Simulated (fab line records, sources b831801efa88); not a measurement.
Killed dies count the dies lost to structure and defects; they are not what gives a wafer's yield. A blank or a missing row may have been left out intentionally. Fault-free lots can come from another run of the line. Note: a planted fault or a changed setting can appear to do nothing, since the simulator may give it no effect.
Matching of chambers	flow gf180mcu	rie-diel-02 running GF_V2_ETCH_16: 4 sister chambers
The step etches BARC in N2/H2. 8 wafers are shown with their chamber, then 8 later ones without.

== WAFERS, EACH WITH ITS CHAMBER ==
wafer	chamber	drypump-motor-current-A (A)	throttle-valve-pct (%)
L085.3	1	4.7	13.238
L085.4	1	4.7	13.231
L088.2	3	5.5	13.245
L088.4	2	4.9	13.220
L089.3	0	5.8	13.224
L089.4	3	5.5	13.216
L089.5	0	5.7	13.234
L090.3	2	5.0	13.219

== WAFERS MISSING THEIR CHAMBER ==
wafer	drypump-motor-current-A (A)	throttle-valve-pct (%)
L090.4	4.7	13.207
L090.5	5.0	13.227
L092.1	5.5	13.211
L092.2	5.7	13.214
L092.6	5.6	13.227
L095.3	4.7	13.227
L095.5	5.0	13.226
L095.6	4.7	13.222

== EACH ONE'S CHAMBER ==
wafer	from the rows above	in truth
L090.4	1	1
L090.5	2	2
L092.1	3	3
L092.2	0	0
L092.6	can't be placed: 3 or 0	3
L095.3	1	1
L095.5	2	2
L095.6	1	1
Correctly placed: 7 of 8. Not placeable from these rows: 1 (in 1, the candidates include the true chamber). 0 placed wrongly.
How it was worked out, from the rows above alone: a wafer's distance from a chamber is the root of the sum, over the readings, of the square of ((its reading less the chamber's mean) divided by the reading's scatter). The wafer belongs to the nearest chamber; if the next one is less than 2 further off, it can't be placed. The mean given for a chamber averages the wafers shown for that chamber. The scatter is the square root of a quotient: the sum, over the shown wafers, of each reading's squared deviation from its chamber's mean, divided by wafers minus chambers.
